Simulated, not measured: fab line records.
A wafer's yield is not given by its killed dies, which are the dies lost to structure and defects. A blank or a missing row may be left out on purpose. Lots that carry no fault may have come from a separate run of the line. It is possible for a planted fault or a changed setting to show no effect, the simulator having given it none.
Which tool did it? / flow gf180mcu / Sampling: 6 lots, 18 wafers, 2 of 602 route steps

WHAT EACH GAUGE READ, for each wafer
GF_VT_IMPLANT_RS_MEAS_46: measurement is done with a four-point probe.
lot=L180; measured=day 8 07:05; on=film-metro-04; MVSD_RS (ohm/sq)=454.6 455.4 454.6
lot=L183; measured=day 9 06:40; on=film-metro-01; MVSD_RS (ohm/sq)=456.4 456.3 456.7
lot=L186; measured=day 10 02:01; on=film-metro-04; MVSD_RS (ohm/sq)=454.0 454.7 453.1
lot=L193; measured=day 12 01:37; on=film-metro-03; MVSD_RS (ohm/sq)=457.8 455.8 456.0
lot=L195; measured=day 12 18:21; on=film-metro-03; MVSD_RS (ohm/sq)=457.0 458.1 457.5
lot=L197; measured=day 13 06:04; on=film-metro-04; MVSD_RS (ohm/sq)=454.7 454.4 454.4

TOOL THAT RAN EACH LOT (tool first, then ch and the chambers of the sampled wafers, then the start)
lot=L180; GF_MVSD_IMPLANT_08=implanter-02 ch 0, day 5 03:03
lot=L183; GF_MVSD_IMPLANT_08=implanter-01 ch 0, day 5 21:13
lot=L186; GF_MVSD_IMPLANT_08=implanter-01 ch 0, day 6 15:36
lot=L193; GF_MVSD_IMPLANT_08=implanter-03 ch 0, day 8 07:09
lot=L195; GF_MVSD_IMPLANT_08=implanter-02 ch 0, day 8 20:54
lot=L197; GF_MVSD_IMPLANT_08=implanter-01 ch 0, day 9 06:36
- GF_MVSD_IMPLANT_08

THE ANSWER, worked out from the rows above alone
Rule: usual is defined by the lots themselves. Put in order of their means at a reading, lots are off if they are a third of the lots or fewer, leave a main group of 4 or more, and stand apart from it by a gap of 3 or more times the standard deviation of the main group's means; of several such gaps the widest counts. A main group is skipped when, at the precision printed for the reading in the tables above, its means are all equal. Also off: a lot with no number at a reading for which 4 or more lots have one. All remaining lots with rows at the step are treated as sound.
None of the lots is off at any reading shown; this tells nothing.

WHAT HAD BEEN PUT IN BY THE SIMULATOR
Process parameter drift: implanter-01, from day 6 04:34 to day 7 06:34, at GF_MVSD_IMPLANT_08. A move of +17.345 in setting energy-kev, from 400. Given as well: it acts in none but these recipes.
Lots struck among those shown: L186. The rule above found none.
